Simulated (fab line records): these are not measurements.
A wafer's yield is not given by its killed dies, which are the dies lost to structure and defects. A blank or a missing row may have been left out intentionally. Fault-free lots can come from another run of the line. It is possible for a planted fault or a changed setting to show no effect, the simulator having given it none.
Struck lot and sound lot, side by side -- flow sky130 -- 22 out of 708 route steps
Sound: the wafers L299.4, L299.5, L299.6. Struck: wafer L288.4 (left out: L288.1, L288.5 of the same lot, which were not struck); the cause appears at the end.
Each step with rows lists, per side, the tool, then ch with its chambers, then its first start. Under that, the readings that differ: sound wafers -- struck wafers -- difference of the means -- sigmas: that difference in standard deviations of wafers without a fault.
alike: same words and numbers on both sides, and readings whose means sit less than 2 such deviations apart. not compared: any withheld reading, any reading some wafer has no value for, any bound like >300 that may hide the same value, and any number with overlapping values for which the record gives no deviation.
The two part at a step that has a row with sigmas, a row that says differs or no value, or rows on one side only. Numbers that don't overlap but have no deviation are shown without sigmas and don't part them. Lack of a reading on every wafer of one side parts them only where that side has two or more wafers.

first, 1 step without rows for these wafers: SKY_CAP2M_DEVELOP_11 (develop time 60 s).
SKY_CAP2M_OVL_MEAS_12:
  sound on overlay-02, day 47 05:51; struck on overlay-01, day 43 13:39
  alike: CAP2M_OVL
SKY_CAP2M_METAL_ETCH_13: etches TiN in Cl2/BCl3, stops on SiO2, target depth 220 nm, time 62.9 s.
  sound on rie-metal-03 ch 0,1, day 47 05:54; struck on rie-metal-01 ch 0, day 43 13:41
  alike: drypump-motor-current-A, oes-product-au, throttle-valve-pct
  not compared: rf-hours-counter-h
SKY_CAP2M_STRIP_14: strips in O2/N2.
  sound on plasma-asher-02 ch 0,1, day 47 05:59; struck on plasma-asher-03 ch 1, day 43 13:46
  alike: drypump-motor-current-A, oes-product-au, strip-time-to-endpoint-s
  not compared: rf-hours-counter-h
then, 8 steps without rows for these wafers: SKY_CAP2M_STRIP_15 (strips in post etch residue remover, time 1200 s); SKY_CAP2M_CLEAN_16 (cleans in IPA, time 180 s); SKY_CAP2M_CLEAN_17 (cleans in O3/DIW); SKY_METAL4_DEHYDRATE_05 (time 60 s); SKY_METAL4_HMDS_06 (prime time 60 s); SKY_METAL4_COAT_07 (resist thk 60 nm); SKY_METAL4_COAT_08 (resist thk 1140 nm); SKY_METAL4_SOFTBAKE_09 (time 90 s).
SKY_METAL4_EXPOSE_10: exposes mask MM4, target cd 300 nm.
  sound on krf-scanner-01 ch 0, day 47 16:05; struck on krf-scanner-02 ch 0, day 44 01:36
  alike: mask
then, 2 steps without rows for these wafers: SKY_METAL4_PEB_11; SKY_METAL4_DEVELOP_12 (develop time 60 s).
SKY_METAL4_CD_MEAS_13: the cd target is 300 nm.
  sound on cd-sem-02, day 48 02:10; struck on cd-sem-02, day 44 12:45
reading,sound,struck,difference,sigmas
cd-nm (nm),300.4 300.8 300.6,194.5,-106.1,-88
SKY_METAL4_OVL_MEAS_14:
  sound on overlay-01, day 48 02:14; struck on overlay-01, day 44 12:52
  alike: METAL4_OVL
SKY_METAL4_DESCUM_15: chemistry O2, time 8 s.
  sound on rie-metal-02 ch 0,1, day 48 02:16; struck on rie-metal-02 ch 0, day 44 12:55
reading,sound,struck,difference,sigmas
model.METAL4.cd-nm (nm),300.8 301 300.5,194.6,-106.2,
  alike: drypump-motor-current-A, oes-product-au
  not compared: rf-hours-counter-h
SKY_METAL4_ETCH_16: etches BARC in N2/H2, stops on SiO2, time 88.2 s, target depth 60 nm.
  sound on rie-metal-02 ch 0,1, day 48 02:19; struck on rie-metal-02 ch 0, day 44 12:56
  alike: drypump-motor-current-A, oes-product-au, throttle-valve-pct
  not compared: rf-hours-counter-h
SKY_METAL4_ETCH_17: etches SiO2 in C4F8/O2/Ar, stops on TiN, time 3.9 s, target depth 15 nm.
  sound on rie-diel-02 ch 0,1, day 48 02:23; struck on rie-diel-04 ch 1, day 44 13:02
  alike: oes-product-au
  not compared: rf-hours-counter-h
SKY_METAL4_METAL_ETCH_18: etches the open film in Cl2/BCl3, stops on SiO2, target depth 845 nm, time 183.1 s.
  sound on rie-metal-04 ch 0,1, day 48 02:28; struck on rie-metal-04 ch 1, day 44 13:04
reading,sound,struck,difference,sigmas
model.METAL4.cd-nm (nm),305.3 306.4 306.7,198.7,-107.4,
  alike: drypump-motor-current-A, oes-product-au, throttle-valve-pct
  not compared: rf-hours-counter-h
SKY_METAL4_STRIP_19: strips in O2/N2.
  sound on plasma-asher-04 ch 0,1, day 48 02:37; struck on plasma-asher-04 ch 1, day 44 13:14
  alike: drypump-motor-current-A, oes-product-au, strip-time-to-endpoint-s
  not compared: rf-hours-counter-h

== WHERE THEY PART ==
At SKY_METAL4_CD_MEAS_13 and nowhere else, as far as this record goes. Later steps at which nothing parts them and some readings are alike: SKY_METAL4_OVL_MEAS_14, SKY_METAL4_DESCUM_15, SKY_METAL4_ETCH_16, SKY_METAL4_ETCH_17, SKY_METAL4_METAL_ETCH_18, SKY_METAL4_STRIP_19.

WHY: the cause the simulator had injected
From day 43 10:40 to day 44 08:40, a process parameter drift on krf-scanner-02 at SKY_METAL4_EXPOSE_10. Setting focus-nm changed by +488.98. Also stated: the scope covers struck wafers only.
